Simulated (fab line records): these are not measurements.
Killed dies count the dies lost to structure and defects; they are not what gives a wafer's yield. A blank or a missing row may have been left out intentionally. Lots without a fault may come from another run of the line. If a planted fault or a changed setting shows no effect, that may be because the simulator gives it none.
Which tool was responsible? || flow sky130 || 33 wafers sampled from 11 lots at 1 step of a route of 708

== WHAT THE GAUGES SHOWED, per wafer ==
SKY_FIELD_ISO_THK_MEAS_25.
{"lot": "L417", "measured": "day 2 06:53", "on": "filmMetro-02", "FIELD_ISO_CVD_24_THK (nm)": "585 599 584"}
{"lot": "L423", "measured": "day 3 16:36", "on": "filmMetro-02", "FIELD_ISO_CVD_24_THK (nm)": "594 590 588"}
{"lot": "L424", "measured": "day 3 19:31", "on": "filmMetro-02", "FIELD_ISO_CVD_24_THK (nm)": "591 596 596"}
{"lot": "L425", "measured": "day 4 04:22", "on": "filmMetro-04", "FIELD_ISO_CVD_24_THK (nm)": "594 586 599"}
{"lot": "L426", "measured": "day 4 08:47", "on": "filmMetro-03", "FIELD_ISO_CVD_24_THK (nm)": "599 591 599"}
{"lot": "L429", "measured": "day 5 00:04", "on": "filmMetro-03", "FIELD_ISO_CVD_24_THK (nm)": "597 586 602"}
{"lot": "L430", "measured": "day 5 06:07", "on": "filmMetro-03", "FIELD_ISO_CVD_24_THK (nm)": "597 586 591"}
{"lot": "L431", "measured": "day 5 08:42", "on": "filmMetro-03", "FIELD_ISO_CVD_24_THK (nm)": "600 590 586"}
{"lot": "L433", "measured": "day 5 19:38", "on": "filmMetro-04", "FIELD_ISO_CVD_24_THK (nm)": "594 600 587"}
{"lot": "L438", "measured": "day 6 19:35", "on": "filmMetro-04", "FIELD_ISO_CVD_24_THK (nm)": "590 596 592"}
{"lot": "L440", "measured": "day 7 06:12", "on": "filmMetro-02", "FIELD_ISO_CVD_24_THK (nm)": "602 603 596"}

== WHAT TOOL EACH LOT RAN ON (gives the tool, then ch and the chambers of the sampled wafers, and finally the start) ==
Record: no process step prior to these readings.

== THE ANSWER, worked out from the rows above alone ==
Rule: what is usual is taken from the lots themselves. The widest of any qualifying gaps counts: lots, ordered by their means at a reading, are off when they make up no more than a third of the lots, leave a main group of 4 or more, and stand apart from it by 3 or more times the standard deviation of that group's means. Not used: any main group whose means are identical at the precision the tables above print for the reading. A lot without any number at a reading at which 4 lots or more have one is off too. Where the step has rows for the other lots, those lots are counted as sound.
No lot is off on any of the readings shown, so nothing can be concluded from this.

== WHAT THE SIMULATOR PUT IN ==
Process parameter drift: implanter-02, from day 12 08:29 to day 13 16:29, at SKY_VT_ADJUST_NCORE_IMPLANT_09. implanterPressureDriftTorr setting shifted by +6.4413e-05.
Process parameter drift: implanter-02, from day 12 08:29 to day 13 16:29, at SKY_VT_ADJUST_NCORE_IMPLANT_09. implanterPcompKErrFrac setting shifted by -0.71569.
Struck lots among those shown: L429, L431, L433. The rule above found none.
